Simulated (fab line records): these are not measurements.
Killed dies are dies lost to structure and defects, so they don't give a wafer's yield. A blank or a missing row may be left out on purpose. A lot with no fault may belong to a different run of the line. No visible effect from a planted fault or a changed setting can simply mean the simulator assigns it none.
Which of the tools did it? / flow gf180mcu / Sampling: 13 lots, 39 wafers, 6 of 602 route steps

## WHAT THE GAUGES SHOWED, per wafer
GF_HV_LDD_CD_MEAS_19: the cd target is 400 nm. Usual: cd-nm reads 399.9 nm (standard deviation 2.4).
lot=L642; measured=day 10 20:47; on=cd-sem-02; cd-nm (nm)=401.4 402.1 401.5; flag=
lot=L643; measured=day 11 05:05; on=cd-sem-01; cd-nm (nm)=403.1 403.8 403.3; flag=
lot=L644; measured=day 11 13:30; on=cd-sem-01; cd-nm (nm)=398.7 399.7 400.1; flag=
lot=L647; measured=day 12 06:29; on=cd-sem-02; cd-nm (nm)=398.1 397.1 399.8; flag=
lot=L648; measured=day 12 14:51; on=cd-sem-01; cd-nm (nm)=398.9 398.1 399.8; flag=
lot=L649; measured=day 12 19:29; on=cd-sem-02; cd-nm (nm)=397.9 396.0 397.4; flag=
lot=L651; measured=day 13 13:02; on=cd-sem-02; cd-nm (nm)=407.3 404.7 405.4; flag=
lot=L652; measured=day 13 22:09; on=cd-sem-02; cd-nm (nm)=404.3 401.2 404.5; flag=
lot=L653; measured=day 14 05:42; on=cd-sem-01; cd-nm (nm)=399.6 400.1 397.9; flag=
lot=L660; measured=day 16 11:30; on=cd-sem-01; cd-nm (nm)=400.6 396.7 395.1; flag=
lot=L661; measured=day 16 22:02; on=cd-sem-02; cd-nm (nm)=400.1 399.3 400.2; flag=
lot=L662; measured=day 17 04:05; on=cd-sem-02; cd-nm (nm)=403.3 401.1 402.3; flag=
lot=L663; measured=day 17 14:58; on=cd-sem-01; cd-nm (nm)=401.4 397.5 399.4; flag=

GF_HV_LDD_OVL_MEAS_20. Usual: HV_LDD_01_OVL gives 0.1 nm (standard deviation 1.3).
lot=L642; measured=day 10 20:53; on=overlay-01; HV_LDD_01_OVL (nm)=2.3 0.9 3.2; flag=
lot=L643; measured=day 11 05:11; on=overlay-01; HV_LDD_01_OVL (nm)=-1.4 1.1 -1.2; flag=
lot=L644; measured=day 11 13:37; on=overlay-01; HV_LDD_01_OVL (nm)=-0.6 0.6 1.1; flag=
lot=L647; measured=day 12 06:37; on=overlay-02; HV_LDD_01_OVL (nm)=-0.7 0.1 0.1; flag=
lot=L648; measured=day 12 14:58; on=overlay-01; HV_LDD_01_OVL (nm)=1.4 2.0 -1.3; flag=
lot=L649; measured=day 12 19:37; on=overlay-01; HV_LDD_01_OVL (nm)=-0.6 0.1 -1.1; flag=
lot=L651; measured=day 13 13:10; on=overlay-01; HV_LDD_01_OVL (nm)=2.7 1.4 0.6; flag=
lot=L652; measured=day 13 22:16; on=overlay-02; HV_LDD_01_OVL (nm)=-0.1 -0.4 -1.0; flag=
lot=L653; measured=day 14 05:49; on=overlay-01; HV_LDD_01_OVL (nm)=1.2 0.0 0.9; flag=
lot=L660; measured=day 16 11:36; on=overlay-01; HV_LDD_01_OVL (nm)=0.1 0.1 -2.1; flag=
lot=L661; measured=day 16 22:08; on=overlay-02; HV_LDD_01_OVL (nm)=1.0 -0.4 0.3; flag=
lot=L662; measured=day 17 04:11; on=overlay-02; HV_LDD_01_OVL (nm)=-1.6 -2.6 0.8; flag=
lot=L663; measured=day 17 15:04; on=overlay-01; HV_LDD_01_OVL (nm)=0.2 -0.1 -0.8; flag=

GF_HV_LDD_THK_MEAS_55. Usual: HV_LDD_CVD_54_THK gives 9.95 nm (standard deviation 0.12).
lot=L642; measured=day 12 13:02; on=film-metro-02; HV_LDD_CVD_54_THK (nm)=9.87 9.94 9.87; flag=
lot=L643; measured=day 12 21:41; on=film-metro-01; HV_LDD_CVD_54_THK (nm)=9.97 10.02 10.02; flag=
lot=L644; measured=day 13 07:08; on=film-metro-04; HV_LDD_CVD_54_THK (nm)=9.96 9.86 9.81; flag=
lot=L647; measured=day 14 01:14; on=film-metro-04; HV_LDD_CVD_54_THK (nm)=10.00 9.89 10.03; flag=
lot=L648; measured=day 14 09:51; on=film-metro-04; HV_LDD_CVD_54_THK (nm)=10.11 10.02 10.00; flag=
lot=L649; measured=day 14 15:01; on=film-metro-01; HV_LDD_CVD_54_THK (nm)=9.92 9.93 9.93; flag=
lot=L651; measured=day 15 09:32; on=film-metro-02; HV_LDD_CVD_54_THK (nm)=9.70 9.87 9.98; flag=
lot=L652; measured=day 15 19:25; on=film-metro-04; HV_LDD_CVD_54_THK (nm)=10.01 9.85 9.96; flag=
lot=L653; measured=day 16 02:48; on=film-metro-04; HV_LDD_CVD_54_THK (nm)=10.05 9.98 10.11; flag=
lot=L660; measured=day 18 11:22; on=film-metro-04; HV_LDD_CVD_54_THK (nm)=9.90 9.92 10.00; flag=
lot=L661; measured=day 18 22:38; on=film-metro-02; HV_LDD_CVD_54_THK (nm)=9.98 9.96 9.91; flag=
lot=L662; measured=day 19 05:21; on=film-metro-04; HV_LDD_CVD_54_THK (nm)=10.05 10.07 10.14; flag=
lot=L663; measured=day 19 17:01; on=film-metro-01; HV_LDD_CVD_54_THK (nm)=9.82 9.67 9.77; flag=

GF_PSD_RS_MEAS_14: uses a four-point probe to measure. Usual: NSD_RS gives 45.90 ohm/sq (standard deviation 0.095).
lot=L642; measured=day 14 07:02; on=film-metro-03; NSD_RS (ohm/sq)=45.71 45.66 45.78; flag=
lot=L643; measured=day 14 17:29; on=film-metro-03; NSD_RS (ohm/sq)=45.88 45.92 45.84; flag=
lot=L644; measured=day 15 02:17; on=film-metro-03; NSD_RS (ohm/sq)=45.82 45.88 45.78; flag=
lot=L647; measured=day 15 22:26; on=film-metro-03; NSD_RS (ohm/sq)=45.79 45.78 45.82; flag=
lot=L648; measured=day 16 07:20; on=film-metro-02; NSD_RS (ohm/sq)=45.91 45.92 45.93; flag=
lot=L649; measured=day 16 12:23; on=film-metro-01; NSD_RS (ohm/sq)=45.81 45.93 45.91; flag=
lot=L651; measured=day 17 08:38; on=film-metro-03; NSD_RS (ohm/sq)=45.76 45.93 45.84; flag=
lot=L652; measured=day 17 18:08; on=film-metro-01; NSD_RS (ohm/sq)=40.17 40.18 40.27; flag=OFF
lot=L653; measured=day 18 01:50; on=film-metro-01; NSD_RS (ohm/sq)=40.35 40.30 40.42; flag=OFF
lot=L660; measured=day 20 14:46; on=film-metro-02; NSD_RS (ohm/sq)=45.90 45.90 45.91; flag=
lot=L661; measured=day 21 01:50; on=film-metro-02; NSD_RS (ohm/sq)=45.89 45.97 45.96; flag=
lot=L662; measured=day 21 09:19; on=film-metro-01; NSD_RS (ohm/sq)=45.86 45.87 46.00; flag=
lot=L663; measured=day 21 18:50; on=film-metro-01; NSD_RS (ohm/sq)=45.92 45.99 46.00; flag=

GF_PSD_RS_MEAS_15: uses a four-point probe to measure. Usual: PSD_RS gives 108.63 ohm/sq (standard deviation 0.29).
lot=L642; measured=day 14 07:09; on=film-metro-03; PSD_RS (ohm/sq)=107.98 107.71 107.80; flag=
lot=L643; measured=day 14 17:36; on=film-metro-03; PSD_RS (ohm/sq)=108.42 108.60 109.09; flag=
lot=L644; measured=day 15 02:25; on=film-metro-03; PSD_RS (ohm/sq)=108.47 108.39 108.28; flag=
lot=L647; measured=day 15 22:33; on=film-metro-03; PSD_RS (ohm/sq)=108.33 108.43 108.72; flag=
lot=L648; measured=day 16 07:28; on=film-metro-02; PSD_RS (ohm/sq)=108.72 108.62 108.81; flag=
lot=L649; measured=day 16 12:30; on=film-metro-01; PSD_RS (ohm/sq)=108.44 108.65 108.63; flag=
lot=L651; measured=day 17 08:45; on=film-metro-03; PSD_RS (ohm/sq)=108.31 108.99 108.67; flag=
lot=L652; measured=day 17 18:16; on=film-metro-01; PSD_RS (ohm/sq)=92.21 92.20 92.11; flag=OFF
lot=L653; measured=day 18 01:58; on=film-metro-01; PSD_RS (ohm/sq)=92.47 92.62 92.65; flag=OFF
lot=L660; measured=day 20 14:53; on=film-metro-02; PSD_RS (ohm/sq)=108.55 108.28 108.65; flag=
lot=L661; measured=day 21 01:57; on=film-metro-02; PSD_RS (ohm/sq)=108.71 108.58 108.53; flag=
lot=L662; measured=day 21 09:26; on=film-metro-01; PSD_RS (ohm/sq)=108.63 108.83 108.67; flag=
lot=L663; measured=day 21 18:57; on=film-metro-01; PSD_RS (ohm/sq)=108.53 108.84 108.39; flag=

## EACH LOT AND THE TOOL THAT RAN IT (in order: tool; ch and the chambers of the sampled wafers; start)
lot=L642; GF_PSD_RTA_13=rtp-anneal-01 ch 0, day 14 06:56
lot=L643; GF_PSD_RTA_13=rtp-anneal-01 ch 0, day 14 17:23
lot=L644; GF_PSD_RTA_13=rtp-anneal-01 ch 0, day 15 02:13
lot=L647; GF_PSD_RTA_13=rtp-anneal-01 ch 0, day 15 22:20
lot=L648; GF_PSD_RTA_13=rtp-anneal-02 ch 0, day 16 07:16
lot=L649; GF_PSD_RTA_13=rtp-anneal-02 ch 0, day 16 12:18
lot=L651; GF_PSD_RTA_13=rtp-anneal-02 ch 0, day 17 08:32
lot=L652; GF_PSD_RTA_13=rtp-anneal-01 ch 0, day 17 18:04
lot=L653; GF_PSD_RTA_13=rtp-anneal-01 ch 0, day 18 01:46
lot=L660; GF_PSD_RTA_13=rtp-anneal-01 ch 0, day 20 14:40
lot=L661; GF_PSD_RTA_13=rtp-anneal-01 ch 0, day 21 01:44
lot=L662; GF_PSD_RTA_13=rtp-anneal-01 ch 0, day 21 09:13
lot=L663; GF_PSD_RTA_13=rtp-anneal-01 ch 0, day 21 18:44
- GF_PSD_RTA_13: time 20 s.

## AS READ BY THE TOOLS THEMSELVES (means over the sampled wafers that have a number; for cases with no such wafer, the mark the record gives instead)
GF_PSD_RTA_13. Usual: chamber-o2-ppm 2.004, standard deviation 0.02; lamp-power-pct 34.49 %, standard deviation 0.2; wafer_temp_C_max 1028.3, standard deviation 0.83.
lot=L642; tool=rtp-anneal-01; chamber-o2-ppm=2.001; lamp-power-pct (%)=34.61; wafer_temp_C_max=1028.4; flag=
lot=L643; tool=rtp-anneal-01; chamber-o2-ppm=2.025; lamp-power-pct (%)=34.64; wafer_temp_C_max=1028.1; flag=
lot=L644; tool=rtp-anneal-01; chamber-o2-ppm=1.995; lamp-power-pct (%)=34.60; wafer_temp_C_max=1027.7; flag=
lot=L647; tool=rtp-anneal-01; chamber-o2-ppm=2.004; lamp-power-pct (%)=34.61; wafer_temp_C_max=1027.5; flag=
lot=L648; tool=rtp-anneal-02; chamber-o2-ppm=1.996; lamp-power-pct (%)=34.20; wafer_temp_C_max=1029.2; flag=
lot=L649; tool=rtp-anneal-02; chamber-o2-ppm=1.994; lamp-power-pct (%)=34.22; wafer_temp_C_max=1029.4; flag=
lot=L651; tool=rtp-anneal-02; chamber-o2-ppm=1.996; lamp-power-pct (%)=34.21; wafer_temp_C_max=1029.8; flag=
lot=L652; tool=rtp-anneal-01; chamber-o2-ppm=2.014; lamp-power-pct (%)=38.40; wafer_temp_C_max=1068.0; flag=OFF
lot=L653; tool=rtp-anneal-01; chamber-o2-ppm=2.018; lamp-power-pct (%)=38.37; wafer_temp_C_max=1067.9; flag=OFF
lot=L660; tool=rtp-anneal-01; chamber-o2-ppm=2.002; lamp-power-pct (%)=34.66; wafer_temp_C_max=1028.6; flag=
lot=L661; tool=rtp-anneal-01; chamber-o2-ppm=2.019; lamp-power-pct (%)=34.65; wafer_temp_C_max=1028.6; flag=
lot=L662; tool=rtp-anneal-01; chamber-o2-ppm=2.006; lamp-power-pct (%)=34.63; wafer_temp_C_max=1027.9; flag=
lot=L663; tool=rtp-anneal-01; chamber-o2-ppm=2.015; lamp-power-pct (%)=34.66; wafer_temp_C_max=1027.6; flag=

## THE ANSWER, worked out from the rows above alone
Rule: take the mean of a lot's wafers that have a number; if it is more than 3 standard deviations from the usual mean, the lot is off. Also off: a lot with no number at a reading for which 4 or more lots have one. Any other lot the step has rows for is counted as sound. Order of review: gauges by route order, followed by the tools' own readings, for which a lot's mean as printed above is used. The first step at which some lot is off is used, and at that step the reading that is off furthest; a lot without a number counts as furthest.
Off: L652, L653, at GF_PSD_RS_MEAS_14 (NSD_RS).
If a tool, at a process step before that reading, ran all the lots that are off and no sound lot after the first of them, it fits. The gauges at GF_PSD_RS_MEAS_14 aren't tried: what is off there is off at GF_PSD_RTA_13 too, on other tools, and a gauge's error can't cause that. No candidate that was tried fits.

## WHAT THE SIMULATOR HAD PUT IN
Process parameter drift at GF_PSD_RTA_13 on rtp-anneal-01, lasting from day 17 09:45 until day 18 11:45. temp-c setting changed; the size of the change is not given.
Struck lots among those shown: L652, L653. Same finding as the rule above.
